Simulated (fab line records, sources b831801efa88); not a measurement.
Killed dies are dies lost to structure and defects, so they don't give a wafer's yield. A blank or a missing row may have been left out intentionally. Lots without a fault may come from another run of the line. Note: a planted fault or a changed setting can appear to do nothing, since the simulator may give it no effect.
Check for tools in common | flow gf180mcu | 33 wafers sampled across 11 lots

REASON IT WAS OPENED
At GF_VT_IMPLANT_TW_MEAS_43 the reading VT_IMPLANT_4_TW is flagged on 3 of 11 lots. Wafers without a fault read 690, standard deviation 11.
Rule: flag the lot when none of its wafers has a number, or when each of its wafers that has one lies beyond 4 standard deviations from that mean. The other lots count as sound.

lot  | measured     | on            | VT_IMPLANT_4_TW, wafer by wafer | flag
L895 | day 8 08:26  | film-metro-03 | 697 699 697                     |
L897 | day 8 23:38  | film-metro-02 | 697 699 694                     |
L899 | day 9 13:21  | film-metro-04 | 675 677 675                     |
L900 | day 9 20:14  | film-metro-04 | 675 677 672                     |
L902 | day 10 09:17 | film-metro-02 | 702 697 701                     |
L909 | day 12 09:04 | film-metro-02 | 30 30 30                        | FLAGGED
L910 | day 12 12:55 | film-metro-02 | 31 30 30                        | FLAGGED
L911 | day 12 19:40 | film-metro-03 | 30 30 30                        | FLAGGED
L913 | day 13 11:52 | film-metro-03 | 695 695 694                     |
L914 | day 13 17:25 | film-metro-04 | 675 674 675                     |
L915 | day 14 01:53 | film-metro-03 | 702 702 702                     |
The mean of the flagged lots' numbers is 30, -660 from the usual (-60 standard deviations).

EACH LOT AND THE TOOL IT RAN ON
The record holds 3 process steps before the reading, out of a route of 602 steps. Cell contents, in order: the tool; ch with the chambers the sampled wafers went through; the start.
lot  | flag    | GF_DNWELL_STRIP_08                  | GF_VT_IMPLANT_STRIP_31               | GF_VT_IMPLANT_STRIP_42
L895 |         | plasma-asher-04 ch 0,1, day 3 10:17 | plasma-asher-03 ch 0,1, day 7 15:35  | plasma-asher-03 ch 0,1, day 8 08:21
L897 |         | plasma-asher-03 ch 0,1, day 3 22:02 | plasma-asher-01 ch 1, day 8 06:34    | plasma-asher-03 ch 1, day 8 23:32
L899 |         | plasma-asher-04 ch 0,1, day 4 08:31 | plasma-asher-03 ch 0,1, day 8 20:13  | plasma-asher-01 ch 0,1, day 9 13:14
L900 |         | plasma-asher-04 ch 0,1, day 4 15:04 | plasma-asher-01 ch 0,1, day 9 02:14  | plasma-asher-04 ch 0,1, day 9 20:08
L902 |         | plasma-asher-02 ch 0,1, day 4 23:23 | plasma-asher-01 ch 0,1, day 9 16:01  | plasma-asher-03 ch 0,1, day 10 09:11
L909 | FLAGGED | plasma-asher-03 ch 0,1, day 6 13:01 | plasma-asher-01 ch 0,1, day 11 13:23 | plasma-asher-01 ch 0,1, day 12 08:58
L910 | FLAGGED | plasma-asher-04 ch 0,1, day 6 18:19 | plasma-asher-03 ch 0,1, day 11 17:46 | plasma-asher-04 ch 0,1, day 12 12:49
L911 | FLAGGED | plasma-asher-04 ch 0,1, day 6 23:01 | plasma-asher-01 ch 0,1, day 12 00:07 | plasma-asher-04 ch 0,1, day 12 19:35
L913 |         | plasma-asher-03 ch 0, day 7 10:06   | plasma-asher-01 ch 1, day 12 15:49   | plasma-asher-04 ch 0,1, day 13 11:46
L914 |         | plasma-asher-04 ch 0,1, day 7 15:36 | plasma-asher-04 ch 0,1, day 12 21:50 | plasma-asher-01 ch 0,1, day 13 17:19
L915 |         | plasma-asher-03 ch 0,1, day 7 21:04 | plasma-asher-01 ch 0,1, day 13 05:19 | plasma-asher-04 ch 0,1, day 14 01:47
What the steps here do:
- GF_DNWELL_STRIP_08: strips in O2/N2.
- GF_VT_IMPLANT_STRIP_31: strips in O2/N2.
- GF_VT_IMPLANT_STRIP_42: strips in O2/N2.
- GF_VT_IMPLANT_TW_MEAS_43

FLAGGED AGAINST TOTAL, ONE TOOL AT A TIME (gauges that did the reading follow at the end)
step                     | tool            | lots run | flagged | share of the flagged lots | sound lots run after its first flagged lot
GF_DNWELL_STRIP_08       | plasma-asher-02 | 1        | 0       | none                      | -
GF_DNWELL_STRIP_08       | plasma-asher-03 | 4        | 1       | some                      | 2 (L913,L915)
GF_DNWELL_STRIP_08       | plasma-asher-04 | 6        | 2       | some                      | 1 (L914)
GF_VT_IMPLANT_STRIP_31   | plasma-asher-01 | 7        | 2       | some                      | 2 (L913,L915)
GF_VT_IMPLANT_STRIP_31   | plasma-asher-03 | 3        | 1       | some                      | 0
GF_VT_IMPLANT_STRIP_31   | plasma-asher-04 | 1        | 0       | none                      | -
GF_VT_IMPLANT_STRIP_42   | plasma-asher-01 | 3        | 1       | some                      | 1 (L914)
GF_VT_IMPLANT_STRIP_42   | plasma-asher-03 | 3        | 0       | none                      | -
GF_VT_IMPLANT_STRIP_42   | plasma-asher-04 | 5        | 2       | some                      | 2 (L913,L915)
GF_VT_IMPLANT_TW_MEAS_43 | film-metro-02   | 4        | 2       | some                      | 0
GF_VT_IMPLANT_TW_MEAS_43 | film-metro-03   | 4        | 1       | some                      | 2 (L913,L915)
GF_VT_IMPLANT_TW_MEAS_43 | film-metro-04   | 3        | 0       | none                      | -

WHAT IS ALLOWED BY THE TABLE
No row of the table ran every flagged lot.

WHAT THE SIMULATOR PUT IN
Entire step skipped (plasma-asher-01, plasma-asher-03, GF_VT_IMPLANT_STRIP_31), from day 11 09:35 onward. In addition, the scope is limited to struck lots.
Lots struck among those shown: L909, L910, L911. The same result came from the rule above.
